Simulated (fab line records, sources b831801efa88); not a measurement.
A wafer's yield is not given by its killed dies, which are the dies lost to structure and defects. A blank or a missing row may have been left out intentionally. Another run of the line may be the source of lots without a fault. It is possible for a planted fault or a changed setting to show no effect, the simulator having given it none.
The tool behind it: which one? :: flow sky130 :: 13 lots, 39 wafers sampled, at 3 steps of a route of 708

WHAT THE GAUGES SHOWED, per wafer
SKY_METAL4_CD_MEAS_13: target cd 300 nm. Usual: cd-nm at 300.0 nm, with a standard deviation of 1.4.
lot: L889
measured: day 43 13:46
on: cd-sem-02
cd-nm (nm): 301.3 301.1 301.7
flag: 

lot: L891
measured: day 43 22:32
on: cd-sem-01
cd-nm (nm): 299.2 300.8 299.3
flag: 

lot: L892
measured: day 44 07:16
on: cd-sem-01
cd-nm (nm): 298.4 298.9 298.2
flag: 

lot: L893
measured: day 44 07:59
on: cd-sem-02
cd-nm (nm): 301.4 300.7 299.8
flag: 

lot: L894
measured: day 44 10:25
on: cd-sem-02
cd-nm (nm): 303.2 302.7 304.7
flag: 

lot: L898
measured: day 44 10:52
on: cd-sem-01
cd-nm (nm): 298.2 299.8 299.1
flag: 

lot: L897
measured: day 44 11:10
on: cd-sem-02
cd-nm (nm): 300.7 300.7 300.8
flag: 

lot: L899
measured: day 44 12:42
on: cd-sem-01
cd-nm (nm): 300.0 300.1 298.9
flag: 

lot: L903
measured: day 48 23:50
on: cd-sem-02
cd-nm (nm): 299.3 299.1 299.2
flag: 

lot: L907
measured: day 49 10:28
on: cd-sem-01
cd-nm (nm): 300.6 300.6 301.1
flag: 

lot: L906
measured: day 49 11:58
on: cd-sem-02
cd-nm (nm): 301.6 299.8 300.0
flag: 

lot: L909
measured: day 49 12:19
on: cd-sem-02
cd-nm (nm): 301.6 301.2 301.0
flag: 

lot: L910
measured: day 49 13:52
on: cd-sem-02
cd-nm (nm): 297.1 298.0 298.8
flag: 

SKY_METAL4_OVL_MEAS_14. Usual: METAL4_OVL gives 1 nm (standard deviation 5.1).
lot: L889
measured: day 43 13:53
on: overlay-01
METAL4_OVL (nm): -2 7 2
flag: 

lot: L891
measured: day 43 22:39
on: overlay-02
METAL4_OVL (nm): 2 -1 -7
flag: 

lot: L892
measured: day 44 07:22
on: overlay-02
METAL4_OVL (nm): 5 1 -6
flag: 

lot: L893
measured: day 44 08:06
on: overlay-01
METAL4_OVL (nm): 1 3 5
flag: 

lot: L894
measured: day 44 10:32
on: overlay-01
METAL4_OVL (nm): 4 -3 1
flag: 

lot: L898
measured: day 44 10:58
on: overlay-02
METAL4_OVL (nm): 9 7 8
flag: 

lot: L897
measured: day 44 11:17
on: overlay-01
METAL4_OVL (nm): -3 -3 -9
flag: 

lot: L899
measured: day 44 12:49
on: overlay-01
METAL4_OVL (nm): 2 1 6
flag: 

lot: L903
measured: day 48 23:57
on: overlay-01
METAL4_OVL (nm): -5 -6 -10
flag: 

lot: L907
measured: day 49 10:35
on: overlay-02
METAL4_OVL (nm): 4 0 -3
flag: 

lot: L906
measured: day 49 12:04
on: overlay-01
METAL4_OVL (nm): -2 0 2
flag: 

lot: L909
measured: day 49 12:26
on: overlay-01
METAL4_OVL (nm): 5 9 6
flag: 

lot: L910
measured: day 49 13:56
on: overlay-02
METAL4_OVL (nm): 14 4 14
flag: 

WHAT TOOL EACH LOT RAN ON (gives the tool, then ch and the chambers of the sampled wafers, and finally the start)
lot: L889
SKY_METAL3_SPUTTER_02: pvd-sputter-01, day 38 01:38

lot: L891
SKY_METAL3_SPUTTER_02: pvd-sputter-03, day 38 10:22

lot: L892
SKY_METAL3_SPUTTER_02: pvd-sputter-03, day 38 20:14

lot: L893
SKY_METAL3_SPUTTER_02: pvd-sputter-01, day 38 21:01

lot: L894
SKY_METAL3_SPUTTER_02: pvd-sputter-01, day 38 23:41

lot: L898
SKY_METAL3_SPUTTER_02: pvd-sputter-02, day 39 01:07

lot: L897
SKY_METAL3_SPUTTER_02: pvd-sputter-01, day 39 01:27

lot: L899
SKY_METAL3_SPUTTER_02: pvd-sputter-03, day 39 03:46

lot: L903
SKY_METAL3_SPUTTER_02: pvd-sputter-02, day 44 06:24

lot: L907
SKY_METAL3_SPUTTER_02: pvd-sputter-03, day 44 20:07

lot: L906
SKY_METAL3_SPUTTER_02: pvd-sputter-03, day 44 22:48

lot: L909
SKY_METAL3_SPUTTER_02: pvd-sputter-01, day 44 23:28

lot: L910
SKY_METAL3_SPUTTER_02: pvd-sputter-01, day 45 01:18
- SKY_METAL3_SPUTTER_02: material AlCu, target thk 735 nm, time 39.1 s.

WHAT THE TOOLS THEMSELVES READ (means of the sampled wafers that have a number; where no wafer has one, the mark that the record gives instead)
SKY_METAL3_SPUTTER_02. Usual: throttle-valve-pct at 29.3 %, with a standard deviation of 0.85.
lot: L889
tool: pvd-sputter-01
throttle-valve-pct (%): 28.9
flag: 

lot: L891
tool: pvd-sputter-03
throttle-valve-pct (%): 29.2
flag: 

lot: L892
tool: pvd-sputter-03
throttle-valve-pct (%): 29.4
flag: 

lot: L893
tool: pvd-sputter-01
throttle-valve-pct (%): 28.7
flag: 

lot: L894
tool: pvd-sputter-01
throttle-valve-pct (%): 29.0
flag: 

lot: L898
tool: pvd-sputter-02
throttle-valve-pct (%): 29.8
flag: 

lot: L897
tool: pvd-sputter-01
throttle-valve-pct (%): 28.6
flag: 

lot: L899
tool: pvd-sputter-03
throttle-valve-pct (%): 29.6
flag: 

lot: L903
tool: pvd-sputter-02
throttle-valve-pct (%): 29.6
flag: 

lot: L907
tool: pvd-sputter-03
throttle-valve-pct (%): 29.8
flag: 

lot: L906
tool: pvd-sputter-03
throttle-valve-pct (%): 29.8
flag: 

lot: L909
tool: pvd-sputter-01
throttle-valve-pct (%): 28.8
flag: 

lot: L910
tool: pvd-sputter-01
throttle-valve-pct (%): 28.6
flag: 

THE ANSWER, worked out from the rows above alone
Rule: take the mean of a lot's wafers that have a number; if it is more than 3 standard deviations from the usual mean, the lot is off. Also off: a lot with no number at a reading for which 4 or more lots have one. All remaining lots with rows at the step are treated as sound. Order of review: gauges by route order, followed by the tools' own readings, for which a lot's mean as printed above is used. At the first step where some lot is off, the reading lying furthest off is the one used; lots without a number count as furthest.
Across all readings shown, no lot is off: no conclusion can be drawn from this.

WHAT THE SIMULATOR HAD PUT IN
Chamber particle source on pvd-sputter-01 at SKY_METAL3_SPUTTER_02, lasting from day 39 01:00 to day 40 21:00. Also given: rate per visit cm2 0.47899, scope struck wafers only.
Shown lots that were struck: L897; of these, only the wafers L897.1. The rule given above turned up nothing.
